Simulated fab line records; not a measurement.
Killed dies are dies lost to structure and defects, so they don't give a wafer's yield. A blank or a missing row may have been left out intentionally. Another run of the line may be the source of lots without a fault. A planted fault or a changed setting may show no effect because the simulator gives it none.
What tool caused it?	flow sky130	15 lots (45 wafers sampled), 1 step of a 708-step route

== WHAT THE GAUGES READ, wafer by wafer ==
The record lacks any reading of a measuring or inspecting step that a usual standard deviation could be used to judge.

== WHICH TOOL RAN EACH LOT (tool, then ch and the chambers of the sampled wafers, then the start) ==
lot	SKY_VIA2_HDPCVD_00
L435	hdpcvd-01 ch 0,2, day 34 18:08
L437	hdpcvd-02 ch 0,1,2, day 35 14:14
L438	hdpcvd-01 ch 0,2, day 35 15:14
L440	hdpcvd-02 ch 0,2, day 37 16:16
L443	hdpcvd-01 ch 0,2, day 37 19:47
L444	hdpcvd-02 ch 1,2, day 38 00:56
L445	hdpcvd-02 ch 0,2, day 38 08:49
L446	hdpcvd-02 ch 0,1,2, day 38 12:29
L448	hdpcvd-02 ch 0,1,2, day 39 03:10
L452	hdpcvd-02 ch 1,2, day 40 08:21
L454	hdpcvd-01 ch 0,1,2, day 41 02:19
L455	hdpcvd-01 ch 0,2, day 41 04:52
L456	hdpcvd-02 ch 0,1,2, day 41 05:49
L457	hdpcvd-01 ch 0,1,2, day 41 15:47
L458	hdpcvd-02 ch 0,1, day 42 00:42
- SKY_VIA2_HDPCVD_00: deposits SiO2, target thk 1180 nm, time 196.7 s.

== WHAT THE TOOLS THEMSELVES READ (means of the sampled wafers that have a number; where no wafer has one, the mark that the record gives instead) ==
SKY_VIA2_HDPCVD_00. Usual: pressureMtorr 6.002 mTorr, standard deviation 0.011; runLengthS 224.6 s, standard deviation 0.48.
lot	tool	pressureMtorr (mTorr)	runLengthS (s)	flag
L435	hdpcvd-01	6.008	224.9	
L437	hdpcvd-02	6.004	224.2	
L438	hdpcvd-01	6.002	225.0	
L440	hdpcvd-02	-	-	OFF
L443	hdpcvd-01	-	-	OFF
L444	hdpcvd-02	-	-	OFF
L445	hdpcvd-02	5.991	224.1	
L446	hdpcvd-02	5.996	224.3	
L448	hdpcvd-02	5.992	224.7	
L452	hdpcvd-02	5.999	224.5	
L454	hdpcvd-01	5.992	225.1	
L455	hdpcvd-01	6.007	225.0	
L456	hdpcvd-02	6.013	224.5	
L457	hdpcvd-01	6.004	224.7	
L458	hdpcvd-02	5.996	224.3	

== THE ANSWER, worked out from the rows above alone ==
Rule: take the mean of a lot's wafers that have a number; if it is more than 3 standard deviations from the usual mean, the lot is off. Also off: a lot with no number at a reading for which 4 or more lots have one. All remaining lots with rows at the step are treated as sound. Order of review: gauges by route order, followed by the tools' own readings, for which a lot's mean as printed above is used. At the first step where some lot is off, the reading lying furthest off is the one used; lots without a number count as furthest.
Off at SKY_VIA2_HDPCVD_00 (pressureMtorr): L440, L443, L444. Without a number there: L440, L443, L444.
A tool fits if, at that step or a process step before it, it ran every lot that is off, and no sound lot after the first of them. Not one of the candidates tried fits.

== WHAT THE SIMULATOR PUT IN ==
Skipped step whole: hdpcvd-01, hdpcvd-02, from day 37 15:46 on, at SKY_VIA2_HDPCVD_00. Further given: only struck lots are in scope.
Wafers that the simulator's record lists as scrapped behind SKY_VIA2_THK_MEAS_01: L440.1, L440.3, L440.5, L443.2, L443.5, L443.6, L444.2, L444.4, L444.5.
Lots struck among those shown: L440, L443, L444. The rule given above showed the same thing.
